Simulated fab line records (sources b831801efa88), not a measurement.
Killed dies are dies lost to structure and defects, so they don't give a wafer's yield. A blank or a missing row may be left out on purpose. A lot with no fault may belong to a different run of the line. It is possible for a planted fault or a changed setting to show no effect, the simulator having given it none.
What tool caused it? | flow gf180mcu | 39 wafers from 13 lots sampled at 5 of the route's 602 steps

== WHAT THE GAUGES READ, wafer by wafer ==
GF_LVPWELL_TW_MEAS_11. Usual: LVPWELL_TW typically reads 553, with standard deviation 4.5.
lot  | measured    | on            | LVPWELL_TW  | flag
L252 | day 3 21:00 | film-metro-04 | 546 548 545 |
L253 | day 4 03:19 | film-metro-03 | 559 560 560 |
L254 | day 4 07:43 | film-metro-03 | 559 560 560 |
L255 | day 4 13:25 | film-metro-04 | 29 29 29    | OFF
L264 | day 6 16:49 | film-metro-04 | 552 552 547 |
L265 | day 6 23:55 | film-metro-03 | 554 556 554 |
L268 | day 7 15:32 | film-metro-03 | 550 553 554 |
L269 | day 7 19:56 | film-metro-02 | 562 560 561 |
L270 | day 8 02:09 | film-metro-03 | 555 557 555 |
L271 | day 8 09:22 | film-metro-03 | 559 558 559 |
L273 | day 8 18:38 | film-metro-04 | 550 549 550 |
L274 | day 9 02:23 | film-metro-04 | 554 551 551 |
L275 | day 9 06:51 | film-metro-04 | 552 554 553 |

GF_VT_IMPLANT_OVL_MEAS_18. Usual: VT_IMPLANT_01_OVL typically reads 0.7 nm, with standard deviation 1.8.
lot  | measured     | on         | VT_IMPLANT_01_OVL (nm) | flag
L252 | day 6 05:05  | overlay-02 | 0.1 0.0 2.2            |
L253 | day 6 11:05  | overlay-02 | -0.5 -1.1 0.1          |
L254 | day 6 16:39  | overlay-02 | -2.4 -2.0 -2.8         |
L255 | day 7 01:29  | overlay-01 | 3.4 0.6 2.9            |
L264 | day 9 10:11  | overlay-02 | 0.9 1.1 1.5            |
L265 | day 9 16:45  | overlay-02 | -2.0 1.4 0.0           |
L268 | day 10 10:08 | overlay-02 | -2.2 -2.3 -1.8         |
L269 | day 10 15:29 | overlay-01 | -0.3 -0.1 -0.2         |
L270 | day 10 22:16 | overlay-02 | 2.6 1.6 2.7            |
L271 | day 11 05:56 | overlay-02 | -0.6 -0.4 0.5          |
L273 | day 11 17:04 | overlay-01 | 0.7 1.6 0.4            |
L274 | day 12 01:29 | overlay-02 | 1.8 0.7 1.3            |
L275 | day 12 06:12 | overlay-02 | 1.7 0.1 -0.2           |

GF_POLY_GATE_CD_MEAS_10 targets a cd of 280 nm. Usual: cd-nm reads 279.7 nm (standard deviation 1.1).
lot  | measured     | on        | cd-nm (nm)        | flag
L252 | day 9 04:20  | cd-sem-01 | 280.0 279.7 279.6 |
L253 | day 9 10:11  | cd-sem-01 | 280.4 280.4 280.4 |
L254 | day 9 17:31  | cd-sem-01 | 279.9 278.9 279.2 |
L255 | day 10 07:52 | cd-sem-02 | 279.5 280.8 280.3 |
L264 | day 12 16:17 | cd-sem-01 | 279.5 278.8 279.3 |
L265 | day 13 03:48 | cd-sem-01 | 280.6 280.7 280.9 |
L268 | day 13 20:01 | cd-sem-02 | 280.6 281.3 279.9 |
L269 | day 14 05:03 | cd-sem-01 | 279.0 279.2 279.5 |
L270 | day 14 10:34 | cd-sem-01 | 279.3 280.6 279.7 |
L271 | day 14 21:38 | cd-sem-01 | 279.2 278.3 279.4 |
L273 | day 15 08:23 | cd-sem-01 | 277.7 278.0 279.3 |
L274 | day 15 16:03 | cd-sem-02 | 279.3 279.7 278.7 |
L275 | day 16 01:46 | cd-sem-01 | 278.2 279.0 278.7 |

== WHAT TOOL EACH LOT RAN ON (gives the tool, then ch and the chambers of the sampled wafers, and finally the start) ==
lot  | GF_NWELL_STRIP_10                   | GF_LVPWELL_STRIP_10
L252 | plasma-asher-01 ch 0,1, day 3 07:29 | plasma-asher-03 ch 0,1, day 3 20:55
L253 | plasma-asher-04 ch 0,1, day 3 13:22 | plasma-asher-01 ch 0, day 4 03:13
L254 | plasma-asher-04 ch 0,1, day 3 17:44 | plasma-asher-03 ch 0,1, day 4 07:38
L255 | plasma-asher-04 ch 0,1, day 3 23:17 | plasma-asher-01 ch 0,1, day 4 13:19
L264 | plasma-asher-02 ch 0,1, day 6 01:07 | plasma-asher-03 ch 0,1, day 6 16:43
L265 | plasma-asher-01 ch 0,1, day 6 08:22 | plasma-asher-04 ch 0,1, day 6 23:50
L268 | plasma-asher-02 ch 1, day 6 23:34   | plasma-asher-01 ch 0,1, day 7 15:26
L269 | plasma-asher-02 ch 0,1, day 7 03:58 | plasma-asher-03 ch 0,1, day 7 19:50
L270 | plasma-asher-01 ch 0,1, day 7 09:21 | plasma-asher-01 ch 0,1, day 8 02:03
L271 | plasma-asher-04 ch 0,1, day 7 16:44 | plasma-asher-01 ch 0,1, day 8 09:17
L273 | plasma-asher-01 ch 0,1, day 8 01:42 | plasma-asher-04 ch 0,1, day 8 18:32
L274 | plasma-asher-04 ch 0,1, day 8 09:41 | plasma-asher-01 ch 0,1, day 9 02:17
L275 | plasma-asher-04 ch 0,1, day 8 13:52 | plasma-asher-04 ch 0,1, day 9 06:46
- GF_NWELL_STRIP_10: strips in O2/N2.
- GF_LVPWELL_STRIP_10: strips in O2/N2.

== WHAT THE TOOLS THEMSELVES READ (means of the sampled wafers that have a number; where no wafer has one, the mark that the record gives instead) ==
GF_NWELL_STRIP_10. Usual: drypump-motor-current-A 5.6 A, standard deviation 0.37; heater-power-w 333 W, standard deviation 37; oes-product-au 0.722 a.u., standard deviation 0.0043; strip-time-to-endpoint-s 36.96 s, standard deviation 0.12.
lot  | tool            | drypump-motor-current-A (A) | heater-power-w (W) | oes-product-au (a.u.) | strip-time-to-endpoint-s (s) | flag
L252 | plasma-asher-01 | 5.4                         | 338                | 0.721                 | 36.79                        |
L253 | plasma-asher-04 | 5.3                         | 291                | 0.723                 | 37.10                        |
L254 | plasma-asher-04 | 5.3                         | 289                | 0.721                 | 36.96                        |
L255 | plasma-asher-04 | 5.4                         | 291                | 0.957                 | -                            | OFF
L264 | plasma-asher-02 | 6.1                         | 373                | 0.722                 | 36.92                        |
L265 | plasma-asher-01 | 5.5                         | 341                | 0.725                 | 36.96                        |
L268 | plasma-asher-02 | 5.6                         | 322                | 0.724                 | 36.86                        |
L269 | plasma-asher-02 | 6.1                         | 370                | 0.725                 | 36.96                        |
L270 | plasma-asher-01 | 5.4                         | 335                | 0.727                 | 36.97                        |
L271 | plasma-asher-04 | 5.3                         | 282                | 0.725                 | 36.85                        |
L273 | plasma-asher-01 | 5.5                         | 347                | 0.717                 | 36.93                        |
L274 | plasma-asher-04 | 5.4                         | 288                | 0.723                 | 36.96                        |
L275 | plasma-asher-04 | 5.3                         | 289                | 0.725                 | 36.80                        |

GF_LVPWELL_STRIP_10. Usual: drypump-motor-current-A 5.6 A, standard deviation 0.4; heater-power-w 326 W, standard deviation 34; oes-product-au 0.722 a.u., standard deviation 0.0046; strip-time-to-endpoint-s 36.97 s, standard deviation 0.1.
lot  | tool            | drypump-motor-current-A (A) | heater-power-w (W) | oes-product-au (a.u.) | strip-time-to-endpoint-s (s) | flag
L252 | plasma-asher-03 | 5.8                         | 339                | 0.723                 | 36.87                        |
L253 | plasma-asher-01 | 5.5                         | 353                | 0.723                 | 36.90                        |
L254 | plasma-asher-03 | 5.8                         | 340                | 0.723                 | 37.08                        |
L255 | plasma-asher-01 | 5.5                         | 345                | 0.732                 | 51.77                        | OFF
L264 | plasma-asher-03 | 5.8                         | 336                | 0.719                 | 37.21                        |
L265 | plasma-asher-04 | 5.3                         | 287                | 0.722                 | 36.99                        |
L268 | plasma-asher-01 | 5.5                         | 342                | 0.720                 | 37.05                        |
L269 | plasma-asher-03 | 6.1                         | 366                | 0.723                 | 37.06                        |
L270 | plasma-asher-01 | 5.5                         | 341                | 0.718                 | 37.01                        |
L271 | plasma-asher-01 | 5.5                         | 344                | 0.719                 | 36.93                        |
L273 | plasma-asher-04 | 5.3                         | 289                | 0.724                 | 36.82                        |
L274 | plasma-asher-01 | 5.4                         | 338                | 0.720                 | 36.93                        |
L275 | plasma-asher-04 | 5.4                         | 284                | 0.716                 | 36.97                        |

== THE ANSWER, worked out from the rows above alone ==
Rule: take the mean of a lot's wafers that have a number; if it is more than 3 standard deviations from the usual mean, the lot is off. A lot without any number at a reading at which 4 lots or more have one is off too. Any other lot the step has rows for is counted as sound. The gauges are gone through in route order, then the tools' own readings, and for those a lot's mean is taken as printed above. At the first step where some lot is off, the reading lying furthest off is the one used; lots without a number count as furthest.
Off: L255, at GF_LVPWELL_TW_MEAS_11 (LVPWELL_TW).
If a tool, at a process step before that reading, ran all the lots that are off and no sound lot after the first of them, it fits. The gauges at GF_LVPWELL_TW_MEAS_11 aren't tried: what is off there is off at GF_NWELL_STRIP_10 too, on other tools, and a gauge's error can't cause that. None of those tried fits.

== WHAT HAD BEEN PUT IN BY THE SIMULATOR ==
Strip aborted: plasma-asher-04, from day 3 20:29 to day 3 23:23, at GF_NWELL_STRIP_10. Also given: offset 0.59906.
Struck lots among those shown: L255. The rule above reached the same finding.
